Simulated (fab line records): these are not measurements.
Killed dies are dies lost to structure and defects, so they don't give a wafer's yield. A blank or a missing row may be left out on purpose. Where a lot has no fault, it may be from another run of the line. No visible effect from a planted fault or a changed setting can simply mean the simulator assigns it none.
Comparing a struck lot with a sound one || flow sky130 || 15 out of 708 route steps
Sound: these wafers, L113.1, L113.3, L113.6. Wafers struck: L120.2, L120.3, L120.4. The cause comes at the end.
Per side, at each step with rows, come the tool, then ch with its chambers, and then its first start. Under that, the readings that differ: sound wafers || struck wafers || difference of the means || sigmas: that difference in standard deviations of wafers without a fault.
alike: readings with means less than 2 such deviations apart, plus words and numbers identical on both sides. not compared: withheld readings, readings lacking a value on some wafer, bounds such as >300 that could conceal the same value, and numbers that have no deviation in the record and whose values overlap.
The two part at a step that has a row with sigmas, a row that says differs or no value, or rows on one side only. Numbers that don't overlap but have no deviation are shown without sigmas and don't part them. Lack of a reading on every wafer of one side parts them only where that side has two or more wafers.

first, 5 steps without rows for these wafers: SKY_LDD_HVP_COAT_02 (resist thk 300 nm); SKY_LDD_HVP_SOFTBAKE_03 (time 60 s); SKY_LDD_HVP_EXPOSE_04 (exposes mask HVPTM, target cd 700 nm); SKY_LDD_HVP_PEB_05; SKY_LDD_HVP_DEVELOP_06 (develop time 60 s).
SKY_LDD_HVP_OVL_MEAS_07:
  sound on overlay-01, day 21 22:12; struck on overlay-02, day 24 19:11
  alike: LDD_HVP_OVL
after that, 1 step had no rows for these wafers: SKY_LDD_HVP_IMPLANT_08.
SKY_LDD_HVP_STRIP_09: strips in O2/N2.
  sound on plasma_asher-01 ch 0,1, day 21 22:23; struck on plasma_asher-04 ch 0,1, day 24 19:22
{"reading": "drypump_motor_current_A (A)", "sound": "6.36 6.18 6.14", "struck": "5.55 5.55 5.41", "difference": -0.72, "sigmas": -3}
  alike: chamber_pressure_mTorr, n2_flow_sccm, oes_product_au, strip_time_to_endpoint_s
  not compared: rf_hours_counter_h
SKY_LDD_HVP_TW_MEAS_10:
  sound on film_metro-04, day 21 22:29; struck on film_metro-01, day 24 19:28
  alike: LDD_HVP_TW
then, 3 steps without rows for these wafers: SKY_LDD_LDN_DEHYDRATE_00 (time 60 s); SKY_LDD_LDN_HMDS_01 (prime time 60 s); SKY_LDD_LDN_COAT_02 (resist thk 1140 nm).
SKY_LDD_LDN_SOFTBAKE_03: time 60 s.
  sound on litho_track-03 ch 0, day 22 12:56; struck on litho_track-03 ch 0, day 25 10:06
{"reading": "heater_power_total_W (W)", "sound": "56.65 56.57 56.66", "struck": "56.13 56.11 56.12", "difference": -0.51, "sigmas": -12}
{"reading": "plate_temp_C (C)", "sound": "90.10 90.07 89.88", "struck": "89.43 89.32 89.47", "difference": -0.61, "sigmas": -4}
then, 1 step without rows for these wafers: SKY_LDD_LDN_EXPOSE_04 (exposes mask LDNTM, target cd 700 nm).
-- the record jumps here: 23 days lie between the struck wafers' starts before and after (it left off in module LDD_LDN and takes up again in module PAD_OPEN, whose first step shown is number 708 of the route) --
SKY_PAD_OPEN_PROBE_99:
  sound on prober-02, day 46 00:12; struck on prober-02, day 47 22:57
  alike: killed_at_M0_to_M3, killed_at_M4_up, killed_at_contacts, killed_at_front_end, killed_at_other, killed_dies, killed_open, killed_short

== WHERE THEY PART ==
Last at SKY_LDD_LDN_SOFTBAKE_03 as far as this record goes, first at SKY_LDD_HVP_STRIP_09. Later steps at which nothing parts them and some readings are alike: SKY_PAD_OPEN_PROBE_99.

WHY: whatever the simulator had introduced
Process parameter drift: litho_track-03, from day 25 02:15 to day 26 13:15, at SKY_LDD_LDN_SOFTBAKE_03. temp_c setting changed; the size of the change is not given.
